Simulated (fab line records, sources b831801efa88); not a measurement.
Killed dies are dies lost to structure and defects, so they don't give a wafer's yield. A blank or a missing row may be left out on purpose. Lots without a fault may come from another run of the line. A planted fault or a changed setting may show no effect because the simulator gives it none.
Problem report in the 8D (eight disciplines) form, filled by code | flow gf180mcu | the parts of the form that need people (team, actions taken, sign-off) are left out

1. THE PROBLEM
beam_energy_keV at GF_NWELL_IMPLANT_08 reads a mean of 460.59 on 6 wafers of 2 lots; wafers without a fault read 449.99 with a standard deviation of 0.15. That is +71 standard deviations from the usual mean.
First seen on wafer L609.3, day 5 19:28, on implanter-01. The record holds 42 wafers of 14 lots with a number at this step. Rule for "out", or "out of limits": more than 4 standard deviations from the usual mean. The other wafers with a number count as sound.

2. WHAT IT IS AND WHAT IT IS NOT
question                    | is                     | is not
which readings at this step | beam_energy_keV        | -
which lots                  | L609, L611             | L599, L600, L601, L603, L604, L605, L606, L607, L608, L610, L615, L619
which wafers of those lots  | all that have a number | -
read on which tools         | implanter-01           | implanter-02, implanter-04
when                        | from day 5 19:28       | up to then (27 sound wafers); but 9 sound wafers of L610, L615, L619 came after

3. SUSPECTS, AND WHAT RULES EACH OUT
Counting: a tool at a process step up to the reading stays a suspect if it ran every lot that is out and no sound lot after the first of them.
- plasma_asher-01 at GF_DNWELL_STRIP_08 (strips in O2/N2): ruled out as a lasting fault. Sound lots L610, L619 ran on it after its first lot that is out, L609 (day 5 05:38).
- implanter-01 at GF_NWELL_IMPLANT_08: kept. It ran every lot that is out, first L609 (day 5 19:28), and no sound lot after that; its last sound lot up to then is L608 (day 5 14:17). Its own readings are out on those wafers: beam_energy_keV.
Left after counting: implanter-01 at GF_NWELL_IMPLANT_08.

4. THE CAUSE (what the simulator had put in)
Process parameter drift: implanter-01, from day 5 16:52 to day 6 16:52, at GF_NWELL_IMPLANT_08. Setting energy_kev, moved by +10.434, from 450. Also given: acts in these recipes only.
Counting left only this tool.

5. THE CHAIN OF EFFECTS, in route order
Each row: a reading whose mean over the struck wafers that have a number lies more than 3 standard deviations from the usual. Only readings for which the record gives a usual standard deviation are gone through. hours: the time from each lot's start at the first step in this table that gives one to its start at this step, as a median over the lots. sigmas: the change in usual standard deviations.
hours | step                | reading         | usual  | on struck wafers | change | sigmas
0     | GF_NWELL_IMPLANT_08 | beam_energy_keV | 449.99 | 460.59           | +10.60 | +71
The process steps in it:
- GF_NWELL_IMPLANT_08
Later measuring or inspecting steps at which every struck wafer that the step has a row for has a number for every such reading, and none has moved that far: GF_MVSD_TW_MEAS_11.

6. WHAT WOULD HAVE CAUGHT IT SOONER
In this record the first reading out of limits was taken at day 5 19:28, 3 hours after the fault began at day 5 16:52.
